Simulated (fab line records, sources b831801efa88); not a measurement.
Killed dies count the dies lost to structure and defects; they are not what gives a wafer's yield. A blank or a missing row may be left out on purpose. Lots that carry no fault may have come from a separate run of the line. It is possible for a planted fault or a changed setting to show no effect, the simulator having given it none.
fab line records ; flow sky130
record: lots: 6; wafers: 18; last_day: 50
route steps=708 shown VIA4@644 PAD_OPEN@708
lots that met no fault: taken from a fault-free run of the same line
start_h: start of the lot's first displayed wafer, in hours after the record's first day ; wait_h: how many hours have passed since the lot's step before this one ; " unchanged from the row above ; L1.1+2: several wafers, shown together as one row ; - no value present, or no start provided ; * or withheld: withheld ; < > ~ a bound
route shown NAME@n: NAME is a module with steps in the file, n the number in the route of the first one ; usual: the fault-free wafers' mean and standard deviation ; same: alike in all rows ; chamber/n: place in a boat ; sites: per-site readings ; _std_site: standard deviation of those values ; _edge_site: the outer-site mean with the inner-site mean subtracted ; radius_mm: how far each site lies from the wafer's centre ; mask NAME#n: copy n ; behind: the last tool/chamber to shape the wafer ; hold: reason for holding the lot/hours on hold/outcome of the hold ; device: the n, p or np transistor that did not switch ; end of line: at the end of the route, the tests of the same wafers ; for a step that has no rows: nothing shown but its recipe ; killed: at the first sort, the dies lost to defects and structure; wafer yield is something else ; map: a wafer's dies, x killed, . not, _ none there
set.NAME: the setting that was run; set.NAME@STEP: the one run at that earlier step ; model.NAME: the simulator's own value behind a step, which no gauge read
a table for each step, a row for each wafer; lots at some steps of the route
services: a tool's chamber out of use, with start hour (start_h, from the record's first day; less than 0 if before it), hours out, and reason
== steps ==
step: SKY_VIA4_HMDS_05
recipe: prime_time_s: 60; prime_temp_c: 120
step: SKY_VIA4_COAT_06
recipe: resist: NOVOLAK; spin_rpm: 3000; resist_thk_nm: 1140
step: SKY_VIA4_SOFTBAKE_07
recipe: temp_c: 90; time_s: 60; resist: NOVOLAK
step: SKY_VIA4_EXPOSE_08
recipe: mask_id: VIM4; na: 0.6; source_shape: conventional; sigma_outer: 0.6; polarization: unpolarized; target_cd_nm: 800; dose_mj: 132
step: SKY_VIA4_PEB_09
recipe: temp_c: withheld; time_s: *; resist: NOVOLAK
step: SKY_VIA4_DEVELOP_10
recipe: resist: NOVOLAK; developer: TMAH; develop_time_s: 60; dev_temp_c: 23
step: SKY_VIA4_OVL_MEAS_11
usual: VIA4_OVL: 0.0/1.5
lot.wafer;tool;chamber;start_h;wait_h;VIA4_OVL[nm]
L432.2;overlay-02;-;1015.54;0.1;0.3
L432.4;overlay-02;-;1015.54;0.1;-0.3
L432.5;overlay-02;-;1015.54;0.1;-1.3
L433.1;overlay-01;-;1016.44;0.1;2.4
L433.3;overlay-01;-;1016.44;0.1;1.1
L433.4;overlay-01;-;1016.44;0.1;1.8
L445.1;overlay-02;-;1089.69;0.1;-1.1
L445.3;overlay-02;-;1089.69;0.1;2.0
L445.5;overlay-02;-;1089.69;0.1;2.4
L446.1;overlay-01;-;1091.74;0.1;-0.6
L446.2;overlay-01;-;1091.74;0.1;-1.8
L446.5;overlay-01;-;1091.74;0.1;0.9
L452.1;overlay-02;-;1130.98;0.1;-0.9
L452.2;overlay-02;-;1130.98;0.1;-2.1
L452.5;overlay-02;-;1130.98;0.1;0.1
L455.1;overlay-02;-;1156.34;0.1;-2.2
L455.2;overlay-02;-;1156.34;0.1;0.9
L455.4;overlay-02;-;1156.34;0.1;-0.7
step: SKY_VIA4_ETCH_12
recipe: target: SiO2; chemistry: C4F8/O2/Ar; stop_on: TiN; mask_material: NOVOLAK; source_w: 1500; bias_w: 1200; pressure_mtorr: 40; c4f8_flow_sccm: withheld; O2_flow_sccm: 6; Ar_flow_sccm: 300; time_s: withheld; target_depth_a: 5800
usual: oes_product_au: 0.925/0.0044
lot.wafer;tool;chamber;start_h;wait_h;oes_product_au
L432.2;rie_diel-01;1;1015.57;0.0;0.926
L432.4;rie_diel-01;3;1015.57;0.0;0.924
L432.5;rie_diel-01;3;1015.57;0.0;0.922
L433.1;rie_diel-03;3;1016.48;0.0;0.916
L433.3;rie_diel-03;2;1016.48;0.0;0.922
L433.4;rie_diel-03;1;1016.48;0.0;0.922
L445.1;rie_diel-01;0;1089.73;0.0;0.930
L445.3;rie_diel-01;2;1089.73;0.0;0.924
L445.5;rie_diel-01;2;1089.73;0.0;0.937
L446.1;rie_diel-01;1;1091.78;0.0;0.925
L446.2;rie_diel-01;0;1091.78;0.0;0.923
L446.5;rie_diel-01;1;1091.78;0.0;0.923
L452.1;rie_diel-03;0;1131.02;0.0;0.925
L452.2;rie_diel-03;2;1131.02;0.0;0.920
L452.5;rie_diel-03;0;1131.02;0.0;0.926
L455.1;rie_diel-03;2;1156.37;0.0;0.931
L455.2;rie_diel-03;1;1156.37;0.0;0.926
L455.4;rie_diel-03;0;1156.37;0.0;0.925
step: SKY_VIA4_STRIP_13
recipe: chemistry: O2/N2; power_w: 1400; pressure_mtorr: 1500; platen_temp_c: withheld; o2_flow_sccm: 3000; n2_flow_sccm: 300; overash_fraction: 0.5
usual: drypump_motor_current_A: 5.5/0.47; n2_flow_sccm: 299.8/0.82; oes_product_au: 0.710/0.0045; strip_time_to_endpoint_s: 12.804/0.027
lot.wafer;tool;chamber;start_h;wait_h;drypump_motor_current_A;n2_flow_sccm;oes_product_au;rf_hours_counter_h;strip_time_to_endpoint_s
L432.2;plasma_asher-02;0;1015.64;-;5.0;299.9;0.706;89;12.804
L432.4;plasma_asher-02;0;1015.64;-;5.0;299.6;0.711;-;12.779
L432.5;plasma_asher-02;0;1015.64;-;5.0;300.1;0.712;-;12.759
L433.1;plasma_asher-03;1;1016.55;-;6.0;300.3;0.708;24;12.798
L433.3;plasma_asher-03;0;1016.55;-;5.2;299.5;0.712;-;12.842
L433.4;plasma_asher-03;1;1016.55;-;6.1;300.3;0.713;-;12.833
L445.1;plasma_asher-04;0;1089.80;-;5.0;299.7;0.704;2;12.765
L445.3;plasma_asher-04;0;1089.80;-;5.0;300.6;0.713;-;12.722
L445.5;plasma_asher-04;1;1089.80;-;5.2;297.8;0.714;-;12.811
L446.1;plasma_asher-02;0;1091.85;-;5.0;298.4;0.704;97;12.808
L446.2;plasma_asher-02;1;1091.85;-;6.1;299.8;0.722;97;12.779
L446.5;plasma_asher-02;0;1091.85;-;5.0;299.7;0.708;-;12.790
L452.1;plasma_asher-03;0;1131.09;-;5.2;300.6;0.706;34;12.846
L452.2;plasma_asher-03;1;1131.09;-;6.1;299.7;0.711;34;12.780
L452.5;plasma_asher-03;0;1131.09;-;5.2;298.4;0.711;-;12.814
L455.1;plasma_asher-04;0;1156.45;-;5.0;300.8;0.705;9;12.865
L455.2;plasma_asher-04;1;1156.45;-;5.2;299.9;0.712;9;12.820
L455.4;plasma_asher-04;1;1156.45;-;5.2;299.8;0.709;-;12.853
step: SKY_VIA4_STRIP_14
recipe: chemistry: post_etch_residue_remover; time_s: 1200; temp_c: 72.5
step: SKY_VIA4_CLEAN_15
recipe: chemistry: IPA; time_s: 180; temp_c: 25
step: SKY_VIA4_CLEAN_16
recipe: chemistry: O3/DIW; dry: n2_spin
step: SKY_VIA4_SPUTTER_17
recipe: material: TiN; target_thk_nm: 20; chamber_pressure_pa: 5; power_w: 4000; time_s: 80
usual: throttle_valve_pct: 29.6/0.86
lot.wafer;tool;chamber;start_h;wait_h;throttle_valve_pct;model.TiN_of_VIA4_SPUTTER_17.thk_nm
L432.2;pvd_sputter-01;-;1016.25;0.0;29.7;20.1
L432.4;pvd_sputter-01;-;1016.25;0.0;29.5;20.02
L432.5;pvd_sputter-01;-;1016.25;0.0;30.0;20.13
L433.1;pvd_sputter-03;-;1017.16;0.0;27.9;20.05
L433.3;pvd_sputter-03;-;1017.16;0.0;29.4;19.98
L433.4;pvd_sputter-03;-;1017.16;0.0;30.7;19.95
L445.1;pvd_sputter-03;-;1090.40;0.0;30.9;17.8
L445.3;pvd_sputter-03;-;1090.40;0.0;29.5;17.56
L445.5;pvd_sputter-03;-;1090.40;0.0;29.8;17.68
L446.1;pvd_sputter-03;-;1092.44;0.0;30.7;17.22
L446.2;pvd_sputter-03;-;1092.44;0.0;28.2;17.21
L446.5;pvd_sputter-03;-;1092.44;0.0;29.4;17.03
L452.1;pvd_sputter-04;-;1131.68;0.0;30.7;20.38
L452.2;pvd_sputter-04;-;1131.68;0.0;31.7;20.09
L452.5;pvd_sputter-04;-;1131.68;0.0;31.8;20.18
L455.1;pvd_sputter-01;-;1157.04;0.0;29.6;19.66
L455.2;pvd_sputter-01;-;1157.04;0.0;29.6;19.74
L455.4;pvd_sputter-01;-;1157.04;0.0;30.1;19.88
step: SKY_VIA4_CVD_18
recipe: material: W; target_thk_nm: 505; time_s: 152.14; temp_c: 398; pressure_torr: 40
usual: heater_power_w: 869/85
lot.wafer;tool;chamber;start_h;wait_h;heater_power_w
L432.2;cvd_w-02;0;1016.31;0.0;1000
L432.4;cvd_w-02;1;1016.31;0.0;861
L432.5;cvd_w-02;0;1016.31;0.0;999
L433.1;cvd_w-02;1;1017.22;0.0;845
L433.3;cvd_w-02;0;1017.22;0.0;1017
L433.4;cvd_w-02;1;1017.22;0.0;846
L445.1;cvd_w-01;1;1090.46;0.0;802
L445.3;cvd_w-01;1;1090.46;0.0;805
L445.5;cvd_w-01;0;1090.46;0.0;839
L446.1;cvd_w-01;1;1092.50;0.0;779
L446.2;cvd_w-01;0;1092.50;0.0;862
L446.5;cvd_w-01;0;1092.50;0.0;880
L452.1;cvd_w-01;0;1131.74;0.0;884
L452.2;cvd_w-01;1;1131.74;0.0;789
L452.5;cvd_w-01;0;1131.74;0.0;882
L455.1;cvd_w-01;0;1157.10;0.0;889
L455.2;cvd_w-01;1;1157.10;0.0;785
L455.4;cvd_w-01;0;1157.10;0.0;856
step: SKY_PAD_OPEN_PROBE_99
usual: defect_limited_yield: 82.5/1.8; killed_at_M0_to_M3: 45/6.8; killed_at_M4_up: 3.1/2; killed_at_contacts: 23/5.2; killed_at_front_end: 14/3.7; killed_at_other: 0.3/0.61; killed_dies: 86/9; killed_open: 46/6.9; killed_short: 39/6.4; sort_bin_3_pad_short: 0.9/0.44; sort_bin_5_function: 10.5/1.4; sort_bin_6_memory: 6.1/1.1; sort_n_pass: 406/9; sort_yield_pct: 82.5/1.8
same: gross_dies: 492; killed_at_back_side: 0; sort_bin_4_leakage[%]: 0; sort_bin_8_speed[%]: 0
lot.wafer;tool;chamber;start_h;wait_h;defect_limited_yield[%];killed_at_M0_to_M3;killed_at_M4_up;killed_at_contacts;killed_at_front_end;killed_at_other;killed_dies;killed_open;killed_short;sort_bin_3_pad_short[%];sort_bin_5_function[%];sort_bin_6_memory[%];sort_n_pass;sort_yield_pct[%]
L433.1;prober-02;-;1086.83;0.1;82.3;42;7;22;15;1;87;46;41;0.6;10.4;6.7;405;82.3
L433.3;prober-02;-;1086.93;0.2;82.3;45;1;27;14;0;87;48;39;0.6;12.0;5.1;405;82.3
L433.4;prober-02;-;1086.98;0.2;84.3;40;3;23;11;0;77;45;32;1.2;9.3;5.1;415;84.3
L445.1;prober-02;-;1151.36;0.1;79.7;53;1;34;12;0;100;52;48;1.0;12.8;6.5;392;79.7
L445.3;prober-02;-;1151.46;0.2;82.1;53;4;16;15;0;88;51;34;1.0;10.0;6.9;404;82.1
L445.5;prober-02;-;1151.56;0.2;83.1;45;4;26;8;0;83;47;36;1.4;10.2;5.3;409;83.1
L446.1;prober-01;-;1153.76;0.1;81.9;52;2;16;19;0;89;50;39;0.6;11.6;5.9;403;81.9
L446.2;prober-01;-;1153.81;0.1;81.7;52;3;23;12;0;90;38;52;0.6;12.4;5.3;402;81.7
L446.5;prober-01;-;1153.96;0.2;81.3;46;3;26;16;1;92;50;41;2.0;10.6;6.1;400;81.3
killed by level:class
L433.1 VIA1:geometric_particle:open=9 CONTACT:geometric_particle:open=7 METAL2:geometric_particle:short=7 VIA2:geometric_particle:open=6 POLY_GATE:geometric_particle:short=5 LI_CONTACT:geometric_particle:open=5 VIA3:geometric_particle:open=5 VIA1:geometric_particle:short=5
L433.3 VIA1:geometric_particle:open=14 CONTACT:geometric_particle:open=8 VIA1:geometric_particle:short=7 VIA3:geometric_particle:open=7 METAL1:geometric_particle:short=6 LI_CONTACT:geometric_particle:open=5 POLY_GATE:geometric_particle:short=4 LI_CONTACT:geometric_particle:short=4
L433.4 VIA1:geometric_particle:open=11 LI_CONTACT:geometric_particle:open=10 CONTACT:geometric_particle:open=6 METAL1:geometric_particle:short=6 VIA3:geometric_particle:open=6 CONTACT:geometric_particle:short=4 POLY_GATE:geometric_particle:open=3 METAL4:geometric_particle:short=3
L445.1 CONTACT:geometric_particle:open=14 VIA1:geometric_particle:open=12 CONTACT:geometric_particle:short=7 METAL2:geometric_particle:short=7 VIA3:geometric_particle:open=6 LOCAL_INTERCONNECT:geometric_particle:short=5 METAL1:geometric_particle:short=5 VIA1:geometric_particle:short=5
L445.3 VIA1:geometric_particle:open=18 METAL1:geometric_particle:short=7 METAL2:geometric_particle:short=6 POLY_GATE:geometric_particle:open=6 VIA3:geometric_particle:open=6 CONTACT:geometric_particle:open=5 LI_CONTACT:geometric_particle:open=4 LOCAL_INTERCONNECT:geometric_particle:short=4
L445.5 VIA2:geometric_particle:open=10 VIA1:geometric_particle:open=9 CONTACT:geometric_particle:open=8 LI_CONTACT:geometric_particle:open=7 METAL1:geometric_particle:short=7 VIA3:geometric_particle:open=6 LOCAL_INTERCONNECT:geometric_particle:short=5 METAL2:geometric_particle:short=4
L446.1 VIA3:geometric_particle:open=9 VIA1:geometric_particle:open=8 CONTACT:geometric_particle:open=7 VIA2:geometric_particle:open=7 FIELD_ISO:geometric_particle:short=5 METAL2:geometric_particle:short=5 METAL3:geometric_particle:short=5 FIELD_ISO:geometric_particle:open=4
L446.2 VIA1:geometric_particle:open=12 VIA1:geometric_particle:short=11 CONTACT:geometric_particle:open=8 METAL1:geometric_particle:short=8 LOCAL_INTERCONNECT:geometric_particle:short=7 VIA3:geometric_particle:open=5 LI_CONTACT:geometric_particle:open=4 VIA2:geometric_particle:open=4
L446.5 VIA1:geometric_particle:open=12 CONTACT:geometric_particle:open=8 VIA2:geometric_particle:open=8 CONTACT:geometric_particle:short=7 METAL1:geometric_particle:short=7 VIA3:geometric_particle:open=7 METAL2:geometric_particle:short=6 FIELD_ISO:geometric_particle:short=5
== services ==
tool;chamber;start_h;hours;kind
cvd_w-01;-;1011.15;6.9;pm
plasma_asher-04;-;1012.03;1.5;repair
plasma_asher-03;-;1023.49;1.2;repair
plasma_asher-03;-;1029.62;1.6;repair
pvd_sputter-03;2;1044.50;-;consumable_replace:kit
pvd_sputter-03;2;1044.50;18.0;scheduled_down
pvd_sputter-03;2;1044.50;18.0;vent_cycle
pvd_sputter-01;0;1051.04;-;consumable_replace:kit
pvd_sputter-01;0;1051.04;18.0;scheduled_down
pvd_sputter-01;0;1051.04;18.0;vent_cycle
rie_diel-01;1;1054.73;29.8;repair
plasma_asher-04;-;1055.30;9.0;pm
plasma_asher-03;-;1072.81;8.8;repair
pvd_sputter-01;-;1079.39;60.2;repair
pvd_sputter-03;-;1095.39;6.2;repair
pvd_sputter-03;-;1099.42;25.4;repair
cvd_w-02;1;1112.21;6.1;repair
cvd_w-02;0;1117.64;10.0;repair
rie_diel-01;-;1126.04;3.9;repair
plasma_asher-02;-;1128.68;4.9;repair
plasma_asher-04;-;1132.01;0.9;repair
pvd_sputter-03;-;1139.79;9.0;repair
rie_diel-03;0;1145.05;5.7;repair
rie_diel-03;-;1151.81;2.8;pm
== key ==
first_sign none at tools or gauges
model_effect: step: SKY_VIA4_SPUTTER_17; value: TiN_of_VIA4_SPUTTER_17.thk_nm; without: 20.15; struck: 17.42
met_at SKY_VIA4_SPUTTER_17
struck_wafers L445.1,L445.3,L445.5,L446.1,L446.2,L446.5
onset_between 1017.16 1090.40
also_fits SKY_VIA4_ETCH_12:rie_diel-01
fault: kind: process_parameter_drift; tool: pvd_sputter-03; chamber: -; onset_h: 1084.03; steps: SKY_VIA4_SPUTTER_17; channel: time_s; offset: *; shape: step; end_h: 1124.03; acts_in: *; stated: *
